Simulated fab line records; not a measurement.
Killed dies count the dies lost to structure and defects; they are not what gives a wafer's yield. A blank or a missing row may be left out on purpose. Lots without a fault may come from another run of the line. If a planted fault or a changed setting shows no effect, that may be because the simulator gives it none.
fab line records ; flow sfq_line
[record] lots = 14; wafers = 42; last_day = 83
route steps=325 shown I0@53 I1@74 M2@89
lots with no fault: from the same line, run without faults
start_h: hours from the record's first day to the start of the lot's first wafer shown ; wait_h: hours since the lot's step before ; " the same as in the row above ; L1.1+2: several wafers, shown together as one row ; - either no value or no given start ; * or withheld: withheld ; < > ~ a bound
route shown NAME@n: a module of which the file shows steps, and the number in the route of the first ; usual: the fault-free wafers' mean and standard deviation ; same: alike in all rows ; chamber/n: place in a boat ; sites: readings site by site ; _std_site: the values' standard deviation ; _edge_site: the outer-site mean with the inner-site mean subtracted ; radius_mm: how far each site lies from the wafer's centre ; mask NAME#n: copy n ; behind: tool/chamber where the wafer was last shaped ; hold: what put the lot on hold/how long, in hours/how the hold closed ; device: whichever transistor did not switch (one of n, p or np) ; end of line: tests of these same wafers at the route's end ; a step with no rows: only its recipe ; killed: count of dies lost to structure and defects at first sort (not the wafer's yield) ; map: shows each die of a wafer: x if killed, . if not, _ if none is there
set.NAME: the setting as run; set.NAME@STEP: as run at that earlier step ; model.NAME: the simulator's own value behind a step, which no gauge read
one table for each step of the route and one row for each wafer, over a sample of lots
services: from which hour (start_h, from the record's first day; less than 0 if before it) a tool's chamber was out of use, for how many hours, and why
[[steps]]
[step SFQ_I0_OVL_MEAS_908]
[usual] I0_OVL = 0/4.5
lot.wafer;tool;chamber;start_h;wait_h;I0_OVL[nm]
L998.3;overlay-02;-;288.72;0.1;4
L998.4;overlay-02;-;288.72;0.1;6
L998.6;overlay-02;-;288.72;0.1;8
L999.3;overlay-02;-;296.34;0.1;-1
L999.4;overlay-02;-;296.34;0.1;3
L999.5;overlay-02;-;296.34;0.1;1
L100.1;overlay-02;-;301.11;0.1;3
L100.3;overlay-02;-;301.11;0.1;-5
L100.4;overlay-02;-;301.11;0.1;1
L101.2;overlay-02;-;308.31;0.1;2
L101.5;overlay-02;-;308.31;0.1;1
L101.6;overlay-02;-;308.31;0.1;7
L103.2;overlay-01;-;338.04;0.1;-4
L103.3;overlay-01;-;338.04;0.1;0
L103.4;overlay-01;-;338.04;0.1;-2
L104.4;overlay-02;-;350.05;0.1;-4
L104.5;overlay-02;-;350.05;0.1;6
L104.6;overlay-02;-;350.05;0.1;5
L109.2;overlay-02;-;401.40;0.1;2
L109.3;overlay-02;-;401.40;0.1;-2
L109.5;overlay-02;-;401.40;0.1;2
L110.1;overlay-01;-;406.19;0.1;-6
L110.3;overlay-01;-;406.19;0.1;-3
L110.4;overlay-01;-;406.19;0.1;-4
L111.1;overlay-02;-;412.19;0.1;-1
L111.4;overlay-02;-;412.19;0.1;-4
L111.6;overlay-02;-;412.19;0.1;5
L112.2;overlay-01;-;418.20;0.1;8
L112.4;overlay-01;-;418.20;0.1;6
L112.6;overlay-01;-;418.20;0.1;12
L114.3;overlay-02;-;431.40;0.1;-9
L114.5;overlay-02;-;431.40;0.1;0
L114.6;overlay-02;-;431.40;0.1;2
L115.1;overlay-01;-;442.19;0.1;7
L115.3;overlay-01;-;442.19;0.1;3
L115.4;overlay-01;-;442.19;0.1;3
L117.3;overlay-01;-;455.40;0.1;0
L117.4;overlay-01;-;455.40;0.1;-7
L117.5;overlay-01;-;455.40;0.1;0
L118.2;overlay-01;-;461.40;0.1;-8
L118.4;overlay-01;-;461.40;0.1;-4
L118.5;overlay-01;-;461.40;0.1;-2
[step SFQ_TRILAYER_I0_VIA_BARC_OPEN_VIA_ETCH_046]
[recipe] mask_material = PR; chemistry = O2; target_depth_nm = 125; target = BARC; source_w = 500; bias_w = 80; pressure_mtorr = 30; time_s = 41.7
[usual] drypump_motor_current_A = 5.81/0.29; oes_product_au = 0.685/0.0047; rf_fwd_power_W = 495.8/1.9
lot.wafer;tool;chamber;start_h;wait_h;drypump_motor_current_A;oes_product_au;rf_fwd_power_W;rf_hours_counter_h
L998.3;rie_diel-02;1;288.74;0.0;5.96;0.683;493.9;2
L998.4;rie_diel-02;2;288.74;0.0;5.31;0.690;496.6;38
L998.6;rie_diel-02;1;288.74;0.0;5.95;0.675;494.2;-
L999.3;rie_diel-04;1;296.37;0.0;6.06;0.683;497.7;64
L999.4;rie_diel-04;3;296.37;0.0;5.92;0.686;494.0;6
L999.5;rie_diel-04;0;296.37;0.0;5.47;0.687;495.4;-
L100.1;rie_diel-02;2;301.14;0.0;5.29;0.686;496.5;38
L100.3;rie_diel-02;0;301.14;0.0;5.60;0.684;492.7;0
L100.4;rie_diel-02;1;301.14;0.0;5.96;0.690;494.1;2
L101.2;rie_diel-04;3;308.34;0.0;5.92;0.680;496.7;6
L101.5;rie_diel-04;2;308.34;0.0;5.96;0.686;495.6;-
L101.6;rie_diel-04;3;308.34;0.0;5.93;0.686;499.3;-
L103.2;rie_diel-04;1;338.07;0.0;6.04;0.686;496.8;65
L103.3;rie_diel-04;3;338.07;0.0;5.94;0.686;496.3;7
L103.4;rie_diel-04;3;338.07;0.0;5.94;0.689;495.8;-
L104.4;rie_diel-01;1;350.07;0.0;5.58;0.682;492.3;1
L104.5;rie_diel-01;1;350.07;0.0;5.59;0.694;495.5;-
L104.6;rie_diel-01;2;350.07;0.0;5.55;0.687;494.0;-
L109.2;rie_diel-01;1;401.43;0.0;5.58;0.695;494.0;2
L109.3;rie_diel-01;3;401.43;0.0;5.70;0.672;494.4;28
L109.5;rie_diel-01;0;401.43;0.0;6.00;0.688;493.3;-
L110.1;rie_diel-04;1;406.23;0.0;6.06;0.684;495.7;66
L110.3;rie_diel-04;3;406.23;0.0;5.93;0.685;495.7;8
L110.4;rie_diel-04;2;406.23;0.0;5.95;0.685;496.1;7
L111.1;rie_diel-04;3;412.23;0.0;5.92;0.688;498.0;8
L111.4;rie_diel-04;1;412.23;0.0;6.06;0.690;496.5;67
L111.6;rie_diel-04;1;412.23;0.0;6.06;0.680;494.2;-
L112.2;rie_diel-02;1;418.23;0.0;5.96;0.684;494.5;4
L112.4;rie_diel-02;1;418.23;0.0;5.96;0.690;495.4;-
L112.6;rie_diel-02;0;418.23;0.0;5.58;0.680;494.4;-
L114.3;rie_diel-02;1;431.43;0.0;5.96;0.688;494.4;4
L114.5;rie_diel-02;1;431.43;0.0;5.96;0.689;493.4;-
L114.6;rie_diel-02;0;431.43;0.0;5.55;0.683;495.4;-
L115.1;rie_diel-04;1;442.23;0.0;6.06;0.675;495.1;67
L115.3;rie_diel-04;3;442.23;0.0;5.92;0.686;497.2;9
L115.4;rie_diel-04;2;442.23;0.0;6.02;0.680;496.3;8
L117.3;rie_diel-04;2;455.43;0.0;6.00;0.688;494.3;8
L117.4;rie_diel-04;3;455.43;0.0;5.92;0.684;496.2;-
L117.5;rie_diel-04;1;455.43;0.0;6.06;0.680;497.9;-
L118.2;rie_diel-04;1;461.43;0.0;6.06;0.681;498.2;68
L118.4;rie_diel-04;2;461.43;0.0;5.95;0.679;494.8;8
L118.5;rie_diel-04;0;461.43;0.0;5.47;0.677;497.7;-
[step SFQ_TRILAYER_I1_CMP_CMP_046]
[recipe] material = SiO2; down_force_psi = 3; platen_rpm = 60; pad_velocity_m_s = 0.94248
[usual] edge_zone_pressure_frac = 1.000/0.0045; motor_current_A = 9.3/0.7; platen_rpm = 60.01/0.043; time_to_endpoint_s = 216/7
lot.wafer;tool;chamber;start_h;wait_h;edge_zone_pressure_frac;motor_current_A;platen_rpm;time_to_endpoint_s
L998.4;cmp-01;0;401.18;1.1;1.009;8.8;59.96;221
L998.3;cmp-01;2;402.18;2.2;1.005;9.7;59.98;216
L998.6;cmp-01;0;403.18;3.1;1.008;9.0;60.02;216
L999.3;cmp-01;1;411.18;1.6;1.002;9.6;59.96;224
L999.4;cmp-01;0;412.68;3.0;1.002;8.4;59.98;229
L999.5;cmp-01;2;413.68;4.0;1.000;10.8;60.02;230
L100.4;cmp-02;0;416.53;0.9;1.001;9.0;59.98;215
L100.1;cmp-02;1;416.53;0.9;1.001;9.9;60.02;215
L100.3;cmp-02;2;416.53;0.9;0.998;8.5;59.89;207
L101.2;cmp-02;0;429.36;1.7;0.999;8.7;59.98;216
L101.5;cmp-02;2;430.36;2.7;1.001;9.3;60.05;221
L101.6;cmp-02;3;430.36;2.7;0.998;8.5;60.06;226
L103.4;cmp-01;0;460.58;0.5;0.996;8.7;54.02;232
L103.3;cmp-01;1;460.58;0.5;0.992;10.0;54.01;233
L103.2;cmp-01;2;460.58;0.5;1.002;9.7;54.05;228
L104.4;cmp-01;3;476.47;2.0;1.001;10.4;53.97;228
L104.6;cmp-01;3;478.47;4.0;0.992;10.8;53.97;224
L104.5;cmp-01;0;478.47;4.0;1.001;8.9;54.06;236
L109.2;cmp-01;3;552.42;9.7;0.999;10.8;60.02;212
L109.3;cmp-01;1;553.42;10.7;0.985;9.8;60.04;218
L109.5;cmp-01;2;553.42;10.7;1.000;9.3;59.95;224
L110.4;cmp-01;3;557.92;10.4;1.001;10.6;59.99;225
L110.1;cmp-01;0;557.92;10.4;0.999;8.9;59.97;224
L110.3;cmp-01;2;559.42;12.0;1.000;10.2;59.98;226
L111.4;cmp-02;1;564.00;9.3;1.003;9.4;60.04;218
L111.1;cmp-02;0;565.50;10.8;1.009;9.3;60.05;227
L111.6;cmp-02;2;566.50;11.8;1.000;8.6;60.08;216
L112.2;cmp-01;2;575.90;13.4;0.999;10.0;59.98;218
L112.4;cmp-01;3;575.90;13.4;1.003;10.9;59.94;221
L112.6;cmp-01;0;575.90;13.4;1.003;8.4;59.94;211
L114.3;cmp-01;1;592.90;14.4;0.996;9.8;60.01;211
L114.6;cmp-01;1;594.90;16.4;1.000;10.2;60.00;223
L114.5;cmp-01;2;594.90;16.4;1.000;9.8;59.97;227
L115.3;cmp-02;0;604.00;13.5;0.997;9.1;59.92;213
L115.1;cmp-02;1;604.00;13.5;0.999;9.7;60.01;218
L115.4;cmp-02;3;605.50;15.0;1.002;8.5;59.99;218
L117.3;cmp-01;0;622.90;15.6;1.000;9.3;60.01;218
L117.4;cmp-01;1;622.90;15.6;1.008;10.0;60.04;222
L117.5;cmp-01;1;625.40;18.1;1.005;9.7;59.98;216
L118.4;cmp-02;1;632.00;16.1;0.994;9.3;60.05;216
L118.2;cmp-02;2;632.00;16.1;1.012;8.9;59.93;208
L118.5;cmp-02;0;633.50;17.6;0.995;9.0;59.97;226
[step SFQ_TRILAYER_M2_DEP_SPUTTER_055]
[recipe] material = Nb; base_pressure_pa = 1.33e-06; chamber_pressure_pa = 0.1333; substrate_temp_c = 20; resputter_cathode_voltage_v = 400; target_thk_nm = 200; power_w = 2000; time_s = 133.3
[usual] base_pressure_pa = 1.34e-06/8.4e-08; resputter_cathode_voltage_v = 400/4.1; throttle_valve_pct = 29.8/0.98
lot.wafer;tool;chamber;start_h;wait_h;base_pressure_pa;resputter_cathode_voltage_v;throttle_valve_pct
L998.3;pvd_sputter-05;-;433.82;0.0;1.4e-06;399;30.0
L998.4;pvd_sputter-05;-;433.82;0.0;1.22e-06;398;28.4
L998.6;pvd_sputter-05;-;433.82;0.0;1.34e-06;393;29.4
L999.3;pvd_sputter-05;-;443.50;0.0;1.46e-06;394;29.9
L999.4;pvd_sputter-05;-;443.50;0.0;1.29e-06;402;28.2
L999.5;pvd_sputter-05;-;443.50;0.0;1.37e-06;401;30.2
L100.1;pvd_sputter-04;-;450.70;0.0;1.43e-06;400;30.9
L100.3;pvd_sputter-04;-;450.70;0.0;1.26e-06;402;30.8
L100.4;pvd_sputter-04;-;450.70;0.0;1.25e-06;407;30.8
L101.2;pvd_sputter-04;-;462.90;0.0;1.23e-06;400;30.6
L101.5;pvd_sputter-04;-;462.90;0.0;1.31e-06;399;30.8
L101.6;pvd_sputter-04;-;462.90;0.0;1.28e-06;398;28.2
L103.2;pvd_sputter-06;-;491.01;0.0;1.26e-06;395;30.5
L103.3;pvd_sputter-06;-;491.01;0.0;1.29e-06;404;30.5
L103.4;pvd_sputter-06;-;491.01;0.0;1.43e-06;402;28.6
L104.4;pvd_sputter-04;-;506.43;0.0;1.34e-06;397;31.0
L104.5;pvd_sputter-04;-;506.43;0.0;1.25e-06;405;30.7
L104.6;pvd_sputter-04;-;506.43;0.0;1.4e-06;400;30.8
L109.2;pvd_sputter-06;-;562.81;0.0;1.43e-06;405;30.5
L109.3;pvd_sputter-06;-;562.81;0.0;1.3e-06;403;28.8
L109.5;pvd_sputter-06;-;562.81;0.0;1.29e-06;400;28.7
L110.1;pvd_sputter-04;-;567.61;0.0;1.45e-06;396;30.8
L110.3;pvd_sputter-04;-;567.61;0.0;1.19e-06;399;30.7
L110.4;pvd_sputter-04;-;567.61;0.0;1.31e-06;408;28.4
L111.1;pvd_sputter-04;-;574.81;0.0;1.3e-06;405;28.3
L111.4;pvd_sputter-04;-;574.81;0.0;1.29e-06;394;30.8
L111.6;pvd_sputter-04;-;574.81;0.0;1.31e-06;394;30.6
L112.2;pvd_sputter-06;-;589.63;0.0;1.31e-06;394;28.2
L112.4;pvd_sputter-06;-;589.63;0.0;1.31e-06;400;30.4
L112.6;pvd_sputter-06;-;589.63;0.0;1.34e-06;410;28.9
L114.3;pvd_sputter-04;-;601.63;0.0;1.31e-06;394;28.3
L114.5;pvd_sputter-04;-;601.63;0.0;1.29e-06;402;30.8
L114.6;pvd_sputter-04;-;601.63;0.0;1.3e-06;395;30.7
L115.1;pvd_sputter-04;-;612.43;0.0;1.19e-06;404;30.9
L115.3;pvd_sputter-04;-;612.43;0.0;1.38e-06;399;30.5
L115.4;pvd_sputter-04;-;612.43;0.0;1.31e-06;401;30.8
L117.3;pvd_sputter-06;-;630.47;0.0;1.27e-06;397;30.6
L117.4;pvd_sputter-06;-;630.47;0.0;1.18e-06;394;30.5
L117.5;pvd_sputter-06;-;630.47;0.0;1.36e-06;396;30.4
L118.2;pvd_sputter-05;-;641.39;0.0;1.29e-06;402;30.1
L118.4;pvd_sputter-05;-;641.39;0.0;1.28e-06;399;29.8
L118.5;pvd_sputter-05;-;641.39;0.0;1.43e-06;402;30.3
[[services]]
tool;chamber;start_h;hours;kind
pvd_sputter-04;-;283.46;1.9;repair
cmp-02;-;284.19;1.0;repair
pvd_sputter-04;-;288.68;1.0;repair
rie_diel-04;-;297.97;2.8;pm
cmp-01;-;313.34;0.5;repair
rie_diel-04;3;318.25;13.4;repair
rie_diel-04;0;333.04;14.9;repair
rie_diel-02;3;340.13;123.5;repair
cmp-01;-;341.72;2.5;repair
pvd_sputter-04;-;365.58;1.0;repair
cmp-02;-;369.64;3.8;pm
cmp-01;-;378.18;1.7;repair
cmp-01;-;407.18;4.0;pm
rie_diel-04;0;426.37;14.1;repair
rie_diel-04;0;446.45;9.3;repair
cmp-01;-;471.37;0.4;repair
rie_diel-04;1;477.25;5.6;repair
cmp-02;-;477.38;1.0;repair
rie_diel-04;3;498.07;8.2;repair
pvd_sputter-04;-;507.02;8.8;repair
cmp-02;-;513.33;14.7;pm
cmp-01;-;563.92;5.0;pm
cmp-02;-;579.00;4.0;pm
rie_diel-04;2;628.88;43.9;repair
[[key]]
[first_sign] step = SFQ_TRILAYER_I1_CMP_CMP_046; reading = platen_rpm; direction = down; sigmas = 99+; usual = 60.01; struck = 54.01
[effect] step = SFQ_TRILAYER_I1_CMP_CMP_046; reading = time_to_endpoint_s; direction = up; sigmas = 2.1; usual = *; struck = *
met_at SFQ_TRILAYER_I1_CMP_CMP_046
struck_lots L103,L104
not_acting_at SFQ_I0_OVL_MEAS_908,SFQ_TRILAYER_I0_VIA_BARC_OPEN_VIA_ETCH_046,SFQ_TRILAYER_M2_DEP_SPUTTER_055
onset_between 411.18 460.58
[fault] kind = process_parameter_drift; tool = cmp-01; chamber = -; onset_h = 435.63; steps = SFQ_TRILAYER_I1_CMP_CMP_046; channel = platen_rpm; offset = -6; shape = step; end_h = 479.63; acts_in = these_recipes_only; stated = 60
